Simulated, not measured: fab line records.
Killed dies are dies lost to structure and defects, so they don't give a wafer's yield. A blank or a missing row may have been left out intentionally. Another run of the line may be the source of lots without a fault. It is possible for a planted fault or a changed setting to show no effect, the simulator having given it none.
A struck lot beside a sound one :: flow gf180mcu :: 14 steps out of a route of 602
Sound: these wafers, L255.1, L255.2, L255.4. Wafers struck: L272.1, L272.2, L272.6. At the end, the cause is stated.
Per side, at each step with rows, come the tool, then ch with its chambers, and then its first start. Under that, the readings that differ: sound wafers :: struck wafers :: difference of the means :: sigmas: that difference in standard deviations of wafers without a fault.
alike: words and numbers the same on both sides, and readings whose means are apart by under 2 such deviations; not compared: readings that were withheld, readings missing a value for some wafer, numbers with overlapping values and no deviation given by the record, and bounds like >300 which may hide the same value.
The two part at a step that has a row with sigmas, a row that says differs or no value, or rows on one side only. When numbers do not overlap yet have no deviation, they are printed without sigmas and do not part them. A reading that every wafer of one side lacks parts them only if that side has two wafers or more.

first, 1 step without rows for these wafers: GF_V4_CVD_00 (deposits SiO2, target thk 600 nm, time 100 s).
GF_V4_THK_MEAS_01:
  sound: film_metro-02 at day 23 18:43; struck: film_metro-04 at day 29 03:13
  alike: V4_CVD_00_THK
GF_V4_CVD_02: deposits SiO2 from TEOS, target thk 850 nm, time 94.851 s.
  sound on pecvd-04 ch 0,2, day 23 18:46; struck on pecvd-04 ch 1,2, day 29 03:16
  alike: heater_power_w
GF_V4_THK_MEAS_03:
  sound: film_metro-04 at day 23 18:50; struck: film_metro-04 at day 29 03:20
  alike: V4_CVD_02_THK
GF_V4_CMP_04: polishes SiO2.
  sound on cmp-01 ch 0,2,3, day 23 18:54; struck on cmp-02 ch 2,3, day 29 03:29
  alike: motor_current_A, platen_rpm, time_to_endpoint_s
GF_V4_BOW_MEAS_05:
  sound: film_metro-04 at day 23 19:12; struck: film_metro-01 at day 29 03:47
  alike: V4_BOW
then, 6 steps without rows for these wafers: GF_V4_DEHYDRATE_06 (time 60 s); GF_V4_HMDS_07 (prime time 60 s); GF_V4_COAT_08; GF_V4_COAT_09 (resist thk 1000 nm); GF_V4_SOFTBAKE_10 (time 60 s); GF_V4_EXPOSE_11 (exposes mask Via4, target cd 260 nm).
GF_V4_PEB_12: peb time 90 s.
  sound on litho_track-02 ch 0, day 24 16:58; struck on litho_track-02, day 29 22:04
  no value came back on the struck wafers for chill_plate_temp_C (C), exhaust_pa (Pa); on the sound wafers chill_plate_temp_C (C) reads 22.97 23.05 23.04
then, 1 step without rows for these wafers: GF_V4_DEVELOP_13 (develop time 60 s).

WHERE THEY PART
GF_V4_PEB_12 only, going by this record.

WHY: what had been put in by the simulator
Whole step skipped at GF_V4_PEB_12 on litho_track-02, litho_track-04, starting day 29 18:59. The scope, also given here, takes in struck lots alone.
